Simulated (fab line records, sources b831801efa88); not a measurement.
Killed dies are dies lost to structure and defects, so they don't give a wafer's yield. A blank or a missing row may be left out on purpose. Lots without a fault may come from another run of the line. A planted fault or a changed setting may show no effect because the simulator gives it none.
Chamber matching | flow sky130 | SKY_CONTACT_CMP_27 on cmp-02: 4 sister chambers
The step polishes, stops on SiO2, t overpolish 15 s, target thk 0 nm. 16 wafers are shown with their chamber, then 8 later ones without.

WAFERS WITH THEIR CHAMBER
wafer  | chamber | motor_current_A (A) | time_to_endpoint_s (s) | overpolish_run_s (s)
L455.1 | 3       | 11.2                | 82                     | 14.973
L455.4 | 1       | 9.9                 | 87                     | 15.003
L455.6 | 1       | 10.8                | 85                     | 14.986
L456.2 | 3       | 11.4                | 82                     | 14.997
L456.5 | 3       | 11.4                | 82                     | 14.986
L456.6 | 2       | 11.8                | 82                     | 15.004
L459.1 | 0       | 12.6                | 81                     | 14.990
L459.4 | 2       | 11.7                | 82                     | 15.011
L459.5 | 2       | 12.0                | 84                     | 15.003
L460.2 | 1       | 9.6                 | 86                     | 15.006
L460.3 | 0       | 13.0                | 81                     | 15.003
L460.6 | 3       | 11.8                | 88                     | 14.992
L464.1 | 0       | 12.9                | 86                     | 15.004
L464.2 | 3       | 10.4                | 83                     | 15.002
L464.6 | 3       | 11.6                | 86                     | 15.002
L472.1 | 1       | 10.6                | 85                     | 14.998

SIGNATURES (means of the wafers above)
reading            | chamber 0 | chamber 1 | chamber 2 | chamber 3 | scatter within a chamber
motor_current_A    | 12.833    | 10.225    | 11.833    | 11.300    | 0.436
time_to_endpoint_s | 82.67     | 85.75     | 82.67     | 83.83     | 2.14
overpolish_run_s   | 14.99900  | 14.99825  | 15.00600  | 14.99200  | 0.0092
Rule: a wafer's distance from a chamber is the root of the sum, over the readings, of the square of ((its reading less the chamber's mean) divided by the reading's scatter). The wafer belongs to the nearest chamber; if the next one is less than 2 further off, it can't be placed. The scatter: the root of (the sum of the squares of (reading less its chamber's mean) over the shown wafers, divided by (wafers less chambers)).

WAFERS WITHOUT THEIR CHAMBER
wafer  | motor_current_A (A) | time_to_endpoint_s (s) | overpolish_run_s (s)
L472.4 | 11.5                | 81                     | 15.012
L472.6 | 13.0                | 79                     | 15.027
L473.1 | 11.2                | 83                     | 14.994
L473.4 | 12.2                | 82                     | 15.014
L473.6 | 11.2                | 79                     | 15.001
L475.1 | 12.2                | 72                     | 14.999
L475.3 | 10.4                | 81                     | 15.012
L475.5 | 12.5                | 75                     | 14.995

WHICH CHAMBER EACH WENT THROUGH
wafer  | from the rows above               | in truth
L472.4 | can't be placed: 2 or 3           | 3
L472.6 | can't be placed: 0 or 2           | 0
L473.1 | can't be placed: 3 or 2           | 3
L473.4 | can't be placed: 2 or 0           | 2
L473.6 | can't be placed: 2 or 3 or 1 or 0 | 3
L475.1 | can't be placed: 2 or 0 or 3      | 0
L475.3 | can't be placed: 1 or 3 or 2      | 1
L475.5 | can't be placed: 0 or 2 or 3      | 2
Placed correctly: 0 of 8. Can't be placed from these rows: 8 (the true chamber is among the candidates in 8). Placed wrongly: 0.
